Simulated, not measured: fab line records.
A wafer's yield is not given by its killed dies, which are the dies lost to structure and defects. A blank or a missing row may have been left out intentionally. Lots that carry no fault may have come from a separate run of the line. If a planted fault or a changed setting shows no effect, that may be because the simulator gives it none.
Comparing a struck lot with a sound one / flow sky130 / 44 steps out of a route of 708
Sound: the wafers L402.2, L402.3, L402.5. Struck: wafer L416.6. (L416.2, L416.4 of the same lot were not struck and are left out.) The cause comes at the end.
Per side, at each step with rows, come the tool, then ch with its chambers, and then its first start. Under that, the readings that differ: sound wafers / struck wafers / difference of the means / sigmas: that difference in standard deviations of wafers without a fault.
alike: readings whose means differ by less than 2 such deviations, and words and numbers that are the same on both sides. not compared: withheld readings, readings that some wafer has no value for, bounds like >300 that may hide the same value, and numbers for which the record gives no deviation and whose values overlap.
Wherever a step has rows on one side only, a row that says differs or no value, or a row with sigmas, the two part there. When numbers do not overlap yet have no deviation, they are printed without sigmas and do not part them. Lack of a reading on every wafer of one side parts them only where that side has two or more wafers.

first, 3 steps without rows for these wafers: SKY_METAL2_EXPOSE_12 (exposes mask MM2, target cd 140 nm); SKY_METAL2_PEB_13; SKY_METAL2_DEVELOP_14 (develop time 60 s).
SKY_METAL2_CD_MEAS_15: the cd target is 140 nm.
  struck on cdSem-01, day 41 00:04; sound on cdSem-02, day 33 23:46
  alike: cdNm
SKY_METAL2_OVL_MEAS_16:
  struck on overlay-01, day 41 00:11; sound on overlay-01, day 33 23:53
reading=METAL2_OVL (nm); sound=-14 -12 -10; struck=5; difference=+17; sigmas=+3
then, 2 steps without rows for these wafers: SKY_METAL2_DESCUM_17 (chemistry O2, time 8 s); SKY_METAL2_ETCH_18 (etches BARC in N2/H2, stops on SiO2, time 45.9 s, target depth 60 nm).
SKY_METAL2_METAL_ETCH_19: etches the open film in Cl2/BCl3, stops on SiO2, target depth 360 nm, time 78 s.
  sound on rieMetal-02 ch 0,1, day 34 00:00; struck on rieMetal-04 ch 0, day 41 00:18
  alike: drypumpMotorCurrentA, oesProductAu, throttleValvePct
  not compared: rfHoursCounterH
then, 4 steps without rows for these wafers: SKY_METAL2_STRIP_20 (strips in O2/N2); SKY_METAL2_STRIP_21 (strips in post etch residue remover, time 1200 s); SKY_METAL2_CLEAN_22 (cleans in IPA, time 180 s); SKY_METAL2_CLEAN_23 (cleans in O3/DIW).
SKY_VIA2_HDPCVD_00: deposits SiO2, target thk 1180 nm, time 196.7 s.
  sound on hdpcvd-02 ch 0,2, day 34 00:41; struck on hdpcvd-01 ch 0, day 41 01:00
reading=model.SiO2_of_VIA2_HDPCVD_00.thkNm (nm); sound=1189 1181 1182; struck=418.4; difference=-765.6; sigmas=
SKY_VIA2_THK_MEAS_01:
  struck on filmMetro-01, day 41 01:08; sound on filmMetro-03, day 34 00:50
reading=VIA2_HDPCVD_THK (nm); sound=1189 1181 1182; struck=418; difference=-766; sigmas=-70
then, 1 step without rows for these wafers: SKY_VIA2_CMP_02 (polishes SiO2).
SKY_VIA2_BOW_MEAS_03:
  struck on filmMetro-01, day 41 01:30; sound on filmMetro-01, day 34 01:12
  alike: VIA2_BOW
then, 8 steps without rows for these wafers: SKY_VIA2_DEHYDRATE_04 (time 60 s); SKY_VIA2_HMDS_05 (prime time 60 s); SKY_VIA2_COAT_06 (resist thk 60 nm); SKY_VIA2_COAT_07 (resist thk 450 nm); SKY_VIA2_SOFTBAKE_08 (time 90 s); SKY_VIA2_EXPOSE_09 (exposes mask VIM2, target cd 200 nm); SKY_VIA2_PEB_10; SKY_VIA2_DEVELOP_11 (develop time 60 s).
SKY_VIA2_CD_MEAS_12: the cd target is 200 nm.
  struck on cdSem-02, day 42 01:56; sound on cdSem-01, day 34 23:37
  alike: cdNm
SKY_VIA2_OVL_MEAS_13:
  struck on overlay-01, day 42 02:03; sound on overlay-02, day 34 23:44
  alike: VIA2_OVL
SKY_VIA2_ETCH_14: etches BARC in N2/H2, stops on SiO2, time 45.9 s, target depth 60 nm.
  sound on rieDiel-02 ch 0,2,3, day 34 23:46; struck on rieDiel-03 ch 1, day 42 02:05
  alike: drypumpMotorCurrentA, n2FlowSccm, oesProductAu, throttleValvePct
  not compared: rfHoursCounterH
SKY_VIA2_ETCH_15: etches SiO2 in C4F8/O2/Ar, stops on TiN, target depth 546 nm, time 84 s.
  sound on rieDiel-02 ch 0,2,3, day 34 23:48; struck on rieDiel-03 ch 1, day 42 02:07
reading=oesProductAu (a.u.); sound=0.940 0.950 0.938; struck=0.856; difference=-0.087; sigmas=-18
reading=model.VIA2.featureDepthNm (nm); sound=494.4 495.9 493.9; struck=418.4; difference=-76.3; sigmas=
reading=model.etch.depthNm (nm); sound=494.4 495.9 493.9; struck=418.4; difference=-76.3; sigmas=
  not compared: rfHoursCounterH
then, 6 steps without rows for these wafers: SKY_VIA2_STRIP_16 (strips in O2/N2); SKY_VIA2_STRIP_17 (strips in post etch residue remover, time 1200 s); SKY_VIA2_CLEAN_18 (cleans in IPA, time 180 s); SKY_VIA2_CLEAN_19 (cleans in O3/DIW); SKY_VIA2_SPUTTER_20 (material TiN, target thk 20 nm, time 80 s); SKY_VIA2_CVD_21 (deposits W, target thk 420 nm, time 126.4 s).
SKY_VIA2_RS_MEAS_22: uses a four-point probe to measure.
  struck on filmMetro-01, day 42 02:59; sound on filmMetro-04, day 35 00:43
reading=VIA2_W_RS (ohm/sq); sound=0.277 0.275 0.281; struck=0.267; difference=-0.011; sigmas=-3
SKY_VIA2_THK_MEAS_23: measures by xrf.
  struck on filmMetro-01, day 42 03:06; sound on filmMetro-04, day 35 00:49
reading=VIA2_W_THK (nm); sound=427 428 419; struck=443; difference=+18; sigmas=+3
SKY_VIA2_CMP_24: polishes, stops on SiO2, t overpolish 20 s, target thk 0 nm.
  sound on cmp-01 ch 2,3, day 35 01:13; struck on cmp-02 ch 1, day 42 03:15
  alike: motorCurrentA, overpolishRunS, timeToEndpointS
then, 1 step without rows for these wafers: SKY_METAL3_SPUTTER_00 (material Ti, target thk 15 nm, time 10 s).
SKY_METAL3_SPUTTER_01: material TiN, target thk 20 nm, time 16.7 s.
  struck on pvdSputter-01, day 42 03:28; sound on pvdSputter-01, day 35 01:29
reading=throttleValvePct (%); sound=30.5 29.8 29.7; struck=32.8; difference=+2.8; sigmas=+2
SKY_METAL3_SPUTTER_02: material AlCu, target thk 735 nm, time 39.1 s.
  struck on pvdSputter-01, day 42 03:29; sound on pvdSputter-01, day 35 01:31
reading=throttleValvePct (%); sound=30.4 29.7 29.7; struck=32.9; difference=+3.0; sigmas=+2
then, 2 steps without rows for these wafers: SKY_METAL3_SPUTTER_03 (material Ti, target thk 5 nm, time 3.3 s); SKY_METAL3_SPUTTER_04 (material TiN, target thk 70 nm, time 58.3 s).
-- the record jumps here: 2 days lie between the struck wafers' starts before and after --
SKY_METAL3_METAL_ETCH_18: etches the open film in Cl2/BCl3, stops on SiO2, target depth 845 nm, time 183.1 s.
  sound on rieMetal-04 ch 0,1, day 37 05:55; struck on rieMetal-01 ch 1, day 44 04:07
reading=model.SiO2_of_VIA2_HDPCVD_00.thkNm (nm); sound=464.4 465.8 464.1; struck=388.9; difference=-75.9; sigmas=
  alike: drypumpMotorCurrentA, oesProductAu, throttleValvePct
  not compared: rfHoursCounterH
-- the record jumps here: 6 days lie between the struck wafers' starts before and after (it left off in module METAL3 and takes up again in module PAD_OPEN, whose first step shown is number 708 of the route) --
SKY_PAD_OPEN_PROBE_99:
  struck on prober-01, day 50 07:31; sound on prober-02, day 44 18:47
reading=model.etest.tester.sortNPass; sound=390 395 387; struck=231; difference=-160; sigmas=
reading=model.etest.tester.sortYieldPct (%); sound=79.27 80.28 78.66; struck=46.95; difference=-32.45; sigmas=
reading=model.etest.tester.sort_bin_3_pct (%); sound=1.423 1.22 0.6098; struck=33.54; difference=+32.46; sigmas=
reading=model.etest.met3Comb.leakLog10AUm; sound=-12.13 -12.05 -12.07; struck=-7.17; difference=+4.91; sigmas=
reading=model.etest.tester.sort_bin_8_pct (%); sound=0 0 0; struck=3.977e-07; difference=+3.977e-07; sigmas=
  alike: defectLimitedYield, killed_at_M0_to_M3, killed_at_M4_up, killedAtContacts, killedAtFrontEnd, killedAtOther, killedDies, killedOnRim, killedOpen, killedShort

## WHERE THEY PART
First at SKY_METAL2_OVL_MEAS_16; last, within this record, at SKY_METAL3_SPUTTER_02. Later steps at which nothing parts them and some readings are alike: SKY_METAL3_METAL_ETCH_18, SKY_PAD_OPEN_PROBE_99.

WHY: what the simulator had put in
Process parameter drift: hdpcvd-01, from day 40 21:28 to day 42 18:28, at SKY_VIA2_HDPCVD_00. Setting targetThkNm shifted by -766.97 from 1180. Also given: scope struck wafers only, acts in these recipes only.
